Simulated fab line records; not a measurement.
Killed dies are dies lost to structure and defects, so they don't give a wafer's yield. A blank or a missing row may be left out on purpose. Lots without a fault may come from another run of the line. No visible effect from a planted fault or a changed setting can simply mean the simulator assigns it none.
fab line records -- flow sky130
record: lots: 12, wafers: 36, last-day: 50
route steps=708 shown FIELD_ISO@26 PWDE@53 NWELL@78 SONOS_ONO@171 PAD_OPEN@708
lots that met no fault: taken from a fault-free run of the same line
start-h: start of the lot's first displayed wafer, in hours after the record's first day -- wait-h: hours from the lot's prior step to this one -- " as in the row above -- L1.1+2: a row that stands for several wafers -- - no value, or no start given -- * or withheld: withheld -- < > ~ a bound
route shown NAME@n: names a module that has steps shown in the file, with the first one's number in the route -- usual: mean/standard deviation of fault-free wafers -- same: alike in all rows -- chamber/n: place in a boat -- sites: per-site readings -- _std_site: the values' standard deviation -- _edge_site: mean of outer sites minus mean of inner sites -- radius-mm: how far each site lies from the wafer's centre -- mask NAME#n: copy n -- behind: the last tool/chamber to shape the wafer -- hold: reason for holding the lot/hours on hold/outcome of the hold -- device: the transistor (n, p or np) that didn't switch -- end of line: the tests these same wafers got at the end of their route -- for a step that has no rows: nothing shown but its recipe -- killed: count of dies lost to structure and defects at first sort (not the wafer's yield) -- map: a wafer's dies, marking killed ones x, the rest . and places with no die _
set.NAME: setting as actually run; set.NAME@STEP: the setting as run at that earlier step -- model.NAME: the simulator's own value behind a step, which no gauge read
one table for each step of the route and one row for each wafer, over a sample of lots
services: the hour from which a tool's chamber was out of use, counted from the record's first day as start-h (under 0 if before that day), plus the number of hours and why
== steps ==
step: SKY_FIELD_ISO_THK_MEAS_25
recipe: reads: SiO2_of_FIELD_ISO_CVD_24
usual: FIELD_ISO_CVD_24_THK: 593/7.1
lot.wafer,tool,chamber,start-h,wait-h,FIELD_ISO_CVD_24_THK[nm]
L102.1,film-metro-02,-,37.12,0.0,591
L102.3,film-metro-02,-,37.12,0.0,592
L102.4,film-metro-02,-,37.12,0.0,598
L103.1,film-metro-01,-,43.21,0.0,591
L103.2,film-metro-01,-,43.21,0.0,594
L103.5,film-metro-01,-,43.21,0.0,590
L105.1,film-metro-02,-,57.75,0.0,590
L105.2,film-metro-02,-,57.75,0.0,585
L105.5,film-metro-02,-,57.75,0.0,590
L107.1,film-metro-02,-,65.67,0.0,588
L107.4,film-metro-02,-,65.67,0.0,590
L107.6,film-metro-02,-,65.67,0.0,586
L110.1,film-metro-03,-,82.70,0.0,592
L110.3,film-metro-03,-,82.70,0.0,582
L110.5,film-metro-03,-,82.70,0.0,596
L115.1,film-metro-01,-,105.05,0.0,605
L115.2,film-metro-01,-,105.05,0.0,597
L115.4,film-metro-01,-,105.05,0.0,601
L118.1,film-metro-02,-,122.94,0.0,591
L118.3,film-metro-02,-,122.94,0.0,593
L118.5,film-metro-02,-,122.94,0.0,589
L120.1,film-metro-01,-,133.30,0.0,582
L120.2,film-metro-01,-,133.30,0.0,600
L120.3,film-metro-01,-,133.30,0.0,596
L121.2,film-metro-02,-,135.33,0.0,599
L121.4,film-metro-02,-,135.33,0.0,590
L121.5,film-metro-02,-,135.33,0.0,595
L122.1,film-metro-01,-,139.69,0.0,609
L122.3,film-metro-01,-,139.69,0.0,600
L122.5,film-metro-01,-,139.69,0.0,592
L123.1,film-metro-03,-,144.28,0.0,583
L123.3,film-metro-03,-,144.28,0.0,601
L123.5,film-metro-03,-,144.28,0.0,588
L124.1,film-metro-01,-,154.73,0.0,577
L124.3,film-metro-01,-,154.73,0.0,591
L124.4,film-metro-01,-,154.73,0.0,581
step: SKY_PWDE_IMPLANT_08
recipe: species: B, energy-kev: 150, dose-cm2: 3.6e+12, tilt-deg: withheld
usual: dose-ions-cm2: 3.6e+12/4.1e+09, faraday-current-uA: 20.3/0.39
lot.wafer,tool,chamber,start-h,wait-h,dose-ions-cm2,faraday-current-uA
L102.1,implanter-04,0,74.95,0.0,3.598e+12,20.3
L102.3,implanter-04,0,74.95,0.0,3.597e+12,20.1
L102.4,implanter-04,0,74.95,0.0,3.602e+12,20.1
L103.1,implanter-03,0,80.91,0.0,3.602e+12,20.0
L103.2,implanter-03,0,80.91,0.0,3.599e+12,20.3
L103.5,implanter-03,0,80.91,0.0,3.602e+12,19.6
L105.1,implanter-04,0,102.06,0.0,3.484e+12,19.6
L105.2,implanter-04,0,102.06,0.0,3.48e+12,19.2
L105.5,implanter-04,0,102.06,0.0,3.485e+12,19.8
L107.1,implanter-04,0,106.00,0.0,3.479e+12,19.3
L107.4,implanter-04,0,106.00,0.0,3.476e+12,19.1
L107.6,implanter-04,0,106.00,0.0,3.473e+12,20.4
L110.1,implanter-04,0,126.40,0.0,3.49e+12,19.7
L110.3,implanter-04,0,126.40,0.0,3.486e+12,19.8
L110.5,implanter-04,0,126.40,0.0,3.489e+12,20.0
L115.1,implanter-03,0,147.35,0.0,3.597e+12,20.8
L115.2,implanter-03,0,147.35,0.0,3.603e+12,19.8
L115.4,implanter-03,0,147.35,0.0,3.597e+12,20.2
L118.1,implanter-03,0,167.05,0.0,3.597e+12,20.6
L118.3,implanter-03,0,167.05,0.0,3.597e+12,20.7
L118.5,implanter-03,0,167.05,0.0,3.599e+12,20.0
L120.1,implanter-03,0,177.67,0.0,3.608e+12,20.3
L120.2,implanter-03,0,177.67,0.0,3.602e+12,20.5
L120.3,implanter-03,0,177.67,0.0,3.597e+12,19.7
L121.2,implanter-03,0,179.88,0.0,3.599e+12,20.3
L121.4,implanter-03,0,179.88,0.0,3.596e+12,20.0
L121.5,implanter-03,0,179.88,0.0,3.597e+12,19.8
L122.1,implanter-02,0,184.35,0.0,3.599e+12,20.0
L122.3,implanter-02,0,184.35,0.0,3.601e+12,20.5
L122.5,implanter-02,0,184.35,0.0,3.601e+12,20.0
L123.1,implanter-03,0,190.55,0.0,3.587e+12,20.5
L123.3,implanter-03,0,190.55,0.0,3.594e+12,20.5
L123.5,implanter-03,0,190.55,0.0,3.594e+12,20.4
L124.1,implanter-02,0,201.42,0.0,3.599e+12,20.2
L124.3,implanter-02,0,201.42,0.0,3.594e+12,20.4
L124.4,implanter-02,0,201.42,0.0,3.603e+12,20.5
step: SKY_NWELL_STRIP_25
recipe: chemistry: O2/N2, power-w: 1400, pressure-mtorr: 1500, platen-temp-c: withheld, o2-flow-sccm: 3000, n2-flow-sccm: 300, overash-fraction: 0.5
usual: drypump-motor-current-A: 5.6/0.42, o2-flow-sccm: 2999/8.5, oes-product-au: 0.722/0.0049, strip-time-to-endpoint-s: 36.91/0.1
lot.wafer,tool,chamber,start-h,wait-h,drypump-motor-current-A,o2-flow-sccm,oes-product-au,rf-hours-counter-h,strip-time-to-endpoint-s
L102.1,plasma-asher-04,0,110.22,0.1,5.8,3000,0.720,29,36.83
L102.3,plasma-asher-04,1,110.22,0.1,6.2,2999,0.728,-,36.84
L102.4,plasma-asher-04,0,110.22,0.1,5.9,2999,0.730,-,36.82
L103.1,plasma-asher-04,1,116.29,0.1,6.2,3005,0.717,30,36.83
L103.2,plasma-asher-04,0,116.29,0.1,5.9,3012,0.719,30,36.85
L103.5,plasma-asher-04,0,116.29,0.1,5.9,2999,0.723,-,36.80
L105.1,plasma-asher-04,0,139.79,0.1,5.9,3008,0.721,32,36.81
L105.2,plasma-asher-04,1,139.79,0.1,6.2,2990,0.717,32,36.80
L105.5,plasma-asher-04,1,139.79,0.1,6.2,3009,0.731,-,36.82
L107.1,plasma-asher-04,1,143.90,0.1,6.2,2988,0.733,33,36.92
L107.4,plasma-asher-04,0,143.90,0.1,5.9,2988,0.718,-,37.02
L107.6,plasma-asher-04,1,143.90,0.1,6.2,2996,0.727,-,36.99
L110.1,plasma-asher-01,0,166.62,0.1,5.5,3001,0.722,5,36.85
L110.3,plasma-asher-01,1,166.62,0.1,5.0,2995,0.717,-,37.09
L110.5,plasma-asher-01,0,166.62,0.1,5.5,3010,0.723,-,37.07
L115.1,plasma-asher-03,1,188.77,0.1,5.3,3006,0.723,51,36.93
L115.2,plasma-asher-03,0,188.77,0.1,5.6,2998,0.718,51,36.93
L115.4,plasma-asher-03,0,188.77,0.1,5.5,2992,0.722,-,36.83
L118.1,plasma-asher-03,0,208.94,0.1,5.5,2982,0.725,53,37.04
L118.3,plasma-asher-03,1,208.94,0.1,5.3,3005,0.726,-,36.91
L118.5,plasma-asher-03,0,208.94,0.1,5.5,2993,0.718,-,36.97
L120.1,plasma-asher-03,0,220.60,0.1,5.5,2990,0.725,54,36.84
L120.2,plasma-asher-03,1,220.60,0.1,5.3,3014,0.723,54,36.97
L120.3,plasma-asher-03,0,220.60,0.1,5.5,2997,0.711,-,36.93
L121.2,plasma-asher-03,0,223.94,0.1,5.5,3002,0.720,54,37.01
L121.4,plasma-asher-03,0,223.94,0.1,5.5,2994,0.727,-,36.89
L121.5,plasma-asher-03,1,223.94,0.1,5.3,2992,0.722,-,36.97
L122.1,plasma-asher-01,0,227.95,0.1,5.5,2992,0.721,11,36.69
L122.3,plasma-asher-01,0,227.95,0.1,5.5,3004,0.715,-,36.81
L122.5,plasma-asher-01,0,227.95,0.1,5.5,3007,0.718,-,36.76
L123.1,plasma-asher-04,0,234.57,0.1,5.9,3006,0.727,41,36.93
L123.3,plasma-asher-04,0,234.57,0.1,5.9,2997,0.721,-,36.98
L123.5,plasma-asher-04,1,234.57,0.1,6.2,2989,0.725,-,37.03
L124.1,plasma-asher-01,1,246.42,0.1,5.0,3016,0.721,13,36.98
L124.3,plasma-asher-01,1,246.42,0.1,5.0,2995,0.720,-,36.93
L124.4,plasma-asher-01,0,246.42,0.1,5.6,3000,0.717,-,37.04
step: SKY_NWELL_RS_MEAS_31
recipe: thk-meas-gauge: four-point-probe
usual: PWDE_RS: 5277/15
lot.wafer,tool,chamber,start-h,wait-h,PWDE_RS[ohm/sq]
L102.1,film-metro-04,-,110.78,0.1,5268
L102.3,film-metro-04,-,110.78,0.1,5277
L102.4,film-metro-04,-,110.78,0.1,5258
L103.1,film-metro-01,-,116.85,0.1,5288
L103.2,film-metro-01,-,116.85,0.1,5276
L103.5,film-metro-01,-,116.85,0.1,5274
L105.1,film-metro-04,-,140.35,0.1,5407
L105.2,film-metro-04,-,140.35,0.1,5410
L105.5,film-metro-04,-,140.35,0.1,5405
L107.1,film-metro-02,-,144.46,0.1,5446
L107.4,film-metro-02,-,144.46,0.1,5426
L107.6,film-metro-02,-,144.46,0.1,5446
L110.1,film-metro-02,-,167.18,0.1,5430
L110.3,film-metro-02,-,167.18,0.1,5415
L110.5,film-metro-02,-,167.18,0.1,5414
L115.1,film-metro-02,-,189.37,0.1,5271
L115.2,film-metro-02,-,189.37,0.1,5280
L115.4,film-metro-02,-,189.37,0.1,5277
L118.1,film-metro-04,-,209.49,0.1,5263
L118.3,film-metro-04,-,209.49,0.1,5262
L118.5,film-metro-04,-,209.49,0.1,5249
L120.1,film-metro-04,-,221.16,0.1,5282
L120.2,film-metro-04,-,221.16,0.1,5269
L120.3,film-metro-04,-,221.16,0.1,5274
L121.2,film-metro-04,-,224.52,0.1,5253
L121.4,film-metro-04,-,224.52,0.1,5269
L121.5,film-metro-04,-,224.52,0.1,5261
L122.1,film-metro-01,-,228.50,0.1,5261
L122.3,film-metro-01,-,228.50,0.1,5246
L122.5,film-metro-01,-,228.50,0.1,5268
L123.1,film-metro-04,-,235.12,0.1,5264
L123.3,film-metro-04,-,235.12,0.1,5267
L123.5,film-metro-04,-,235.12,0.1,5269
L124.1,film-metro-01,-,246.97,0.1,5288
L124.3,film-metro-01,-,246.97,0.1,5286
L124.4,film-metro-01,-,246.97,0.1,5264
step: SKY_SONOS_ONO_THK_MEAS_03
recipe: reads: Si3N4_of_SONOS_ONO_CVD_02
usual: SONOS_ONO_CVD_02_THK: 10.58/0.14
lot.wafer,tool,chamber,start-h,wait-h,SONOS_ONO_CVD_02_THK[nm]
L102.1,film-metro-03,-,260.79,0.0,10.51
L102.3,film-metro-03,-,260.79,0.0,10.35
L102.4,film-metro-03,-,260.79,0.0,10.33
L103.1,film-metro-03,-,267.37,0.0,10.45
L103.2,film-metro-03,-,267.37,0.0,10.33
L103.5,film-metro-03,-,267.37,0.0,10.37
L105.1,film-metro-01,-,301.13,0.0,10.70
L105.2,film-metro-01,-,301.13,0.0,10.90
L105.5,film-metro-01,-,301.13,0.0,10.71
L107.1,film-metro-01,-,304.75,0.2,10.55
L107.4,film-metro-01,-,304.75,0.2,10.45
L107.6,film-metro-01,-,304.75,0.2,10.56
L110.1,film-metro-01,-,337.83,0.0,10.84
L110.3,film-metro-01,-,337.83,0.0,10.75
L110.5,film-metro-01,-,337.83,0.0,10.75
L115.1,film-metro-01,-,366.26,0.0,10.78
L115.2,film-metro-01,-,366.26,0.0,10.76
L115.4,film-metro-01,-,366.26,0.0,10.67
L118.1,film-metro-03,-,391.43,0.0,10.57
L118.3,film-metro-03,-,391.43,0.0,10.63
L118.5,film-metro-03,-,391.43,0.0,10.57
L120.1,film-metro-01,-,406.90,0.0,10.57
L120.2,film-metro-01,-,406.90,0.0,10.41
L120.3,film-metro-01,-,406.90,0.0,10.55
L121.2,film-metro-01,-,411.61,0.0,10.71
L121.4,film-metro-01,-,411.61,0.0,10.60
L121.5,film-metro-01,-,411.61,0.0,10.59
L122.1,film-metro-02,-,417.13,0.0,10.47
L122.3,film-metro-02,-,417.13,0.0,10.47
L122.5,film-metro-02,-,417.13,0.0,10.46
L123.1,film-metro-03,-,454.36,0.0,10.42
L123.3,film-metro-03,-,454.36,0.0,10.60
L123.5,film-metro-03,-,454.36,0.0,10.78
L124.1,film-metro-02,-,454.36,0.0,10.57
L124.3,film-metro-02,-,454.36,0.0,10.67
L124.4,film-metro-02,-,454.36,0.0,10.62
step: SKY_PAD_OPEN_PROBE_99
usual: killed_at_M0_to_M3: 43/7.3, killed_at_M4_up: 3.5/2.2, killed-at-contacts: 24/5.3, killed-at-front-end: 15/4.2, killed-at-other: 0.3/0.67, killed-dies: 86/9.8, killed-open: 47/7.2, killed-short: 39/6.5
same: gross-dies: 492, killed-at-back-side: 0
lot.wafer,tool,chamber,start-h,wait-h,killed_at_M0_to_M3,killed_at_M4_up,killed-at-contacts,killed-at-front-end,killed-at-other,killed-dies,killed-open,killed-short
L122.1,prober-02,-,1184.37,0.1,36,2,14,13,0,65,36,29
L122.3,prober-02,-,1184.47,0.2,52,2,21,16,0,91,48,43
L122.5,prober-02,-,1184.57,0.2,48,3,32,18,1,102,51,50
killed by level:class
L122.1 POLY_GATE:geometric-particle:open=6 VIA1:geometric-particle:open=6 VIA2:geometric-particle:open=5 VIA1:geometric-particle:short=5 VIA3:geometric-particle:open=5 CONTACT:geometric-particle:short=4 CONTACT:geometric-particle:open=4 METAL1:geometric-particle:short=4
L122.3 VIA1:geometric-particle:open=11 VIA2:geometric-particle:open=7 VIA1:geometric-particle:short=7 CONTACT:geometric-particle:short=6 CONTACT:geometric-particle:open=6 POLY_GATE:geometric-particle:open=5 METAL2:geometric-particle:open=5 VIA3:geometric-particle:open=5
L122.5 CONTACT:geometric-particle:open=14 LI_CONTACT:geometric-particle:open=9 VIA1:geometric-particle:open=8 METAL2:geometric-particle:short=8 VIA1:geometric-particle:short=7 FIELD_ISO:geometric-particle:open=6 FIELD_ISO:geometric-particle:short=6 LI_CONTACT:geometric-particle:short=5
== services ==
tool,chamber,start-h,hours,kind
implanter-03,-,64.57,4.3,pm
plasma-asher-01,-,108.75,9.0,pm
plasma-asher-01,0,108.75,9.0,vent-cycle
plasma-asher-01,1,108.75,9.0,vent-cycle
plasma-asher-01,0,117.75,-,clean
plasma-asher-01,1,117.75,-,clean
plasma-asher-04,-,122.35,0.3,repair
implanter-02,-,131.16,6.6,pm
plasma-asher-04,-,137.19,0.7,repair
implanter-02,-,156.80,1.1,repair
implanter-02,-,175.75,8.5,pm
plasma-asher-04,-,196.44,2.8,pm
implanter-04,-,213.88,3.0,repair
implanter-02,-,214.25,2.6,pm
== key ==
first-sign: step: SKY_PWDE_IMPLANT_08, reading: dose-ions-cm2, direction: down, sigmas: 29, usual: *, struck: *
effect: step: SKY_PWDE_IMPLANT_08, reading: faraday-current-uA, direction: down, sigmas: 1.7, usual: 20.3, struck: 19.7
effect: step: SKY_NWELL_RS_MEAS_31, reading: PWDE_RS, direction: up, sigmas: 9.4, usual: 5277, struck: 5422
met-at SKY_PWDE_IMPLANT_08
struck-lots L105,L107,L110
tester-left-out L105,L107,L110
not-acting-at SKY_FIELD_ISO_THK_MEAS_25,SKY_NWELL_STRIP_25,SKY_SONOS_ONO_THK_MEAS_03
onset-between 74.95 102.06
fault: kind: process-parameter-drift, tool: implanter-04, chamber: -, onset-h: 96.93, steps: SKY_PWDE_IMPLANT_08, channel: dose-cm2, offset: *, shape: step, end-h: 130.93, acts-in: *, stated: *
tester-left-out: of these lots the tester's yield and bins aren't shown, on N5 and GAA mostly nor the transistor test; their killed dies are dies lost to structure and defects alone, not to doping, threshold or leakage, so they don't give the yield
